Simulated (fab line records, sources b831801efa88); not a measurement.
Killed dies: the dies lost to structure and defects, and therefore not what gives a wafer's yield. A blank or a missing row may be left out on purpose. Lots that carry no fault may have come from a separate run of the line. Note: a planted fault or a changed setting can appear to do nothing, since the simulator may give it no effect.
The tool behind it: which one?	flow gf180mcu	at 1 step of a route of 602, 12 lots with 36 wafers sampled

== WHAT THE GAUGES READ, wafer by wafer ==
GF_M1_THK_MEAS_06: measures by xrf.
lot	measured	on	M1_ALCU_THK (nm)
L075	day 16 20:24	film metro-02	451 449 448
L077	day 17 21:50	film metro-04	446 436 436
L079	day 18 18:53	film metro-01	445 441 446
L082	day 19 15:56	film metro-04	444 442 446
L083	day 19 22:54	film metro-04	441 444 442
L085	day 20 19:52	film metro-02	442 443 442
L087	day 21 13:26	film metro-02	444 446 445
L089	day 22 05:59	film metro-01	443 449 449
L091	day 22 23:09	film metro-02	450 443 441
L093	day 23 14:38	film metro-04	452 446 447
L095	day 24 05:20	film metro-04	440 440 440
L097	day 25 05:10	film metro-04	443 441 452

== WHICH TOOL RAN EACH LOT (tool, then ch and the chambers of the sampled wafers, then the start) ==
Before these readings, the record contains no process step.

== THE ANSWER, worked out from the rows above alone ==
Rule: the usual values come from the lots themselves. The widest of any qualifying gaps counts: lots, ordered by their means at a reading, are off when they make up no more than a third of the lots, leave a main group of 4 or more, and stand apart from it by 3 or more times the standard deviation of that group's means. If all means in a main group match to the digits the tables above print for the reading, that group is not used. Also off: a lot with no number at a reading for which 4 or more lots have one. Any other lot the step has rows for is counted as sound.
No lot is off at any reading shown: from this, nothing can be told.

== WHAT THE SIMULATOR PUT IN ==
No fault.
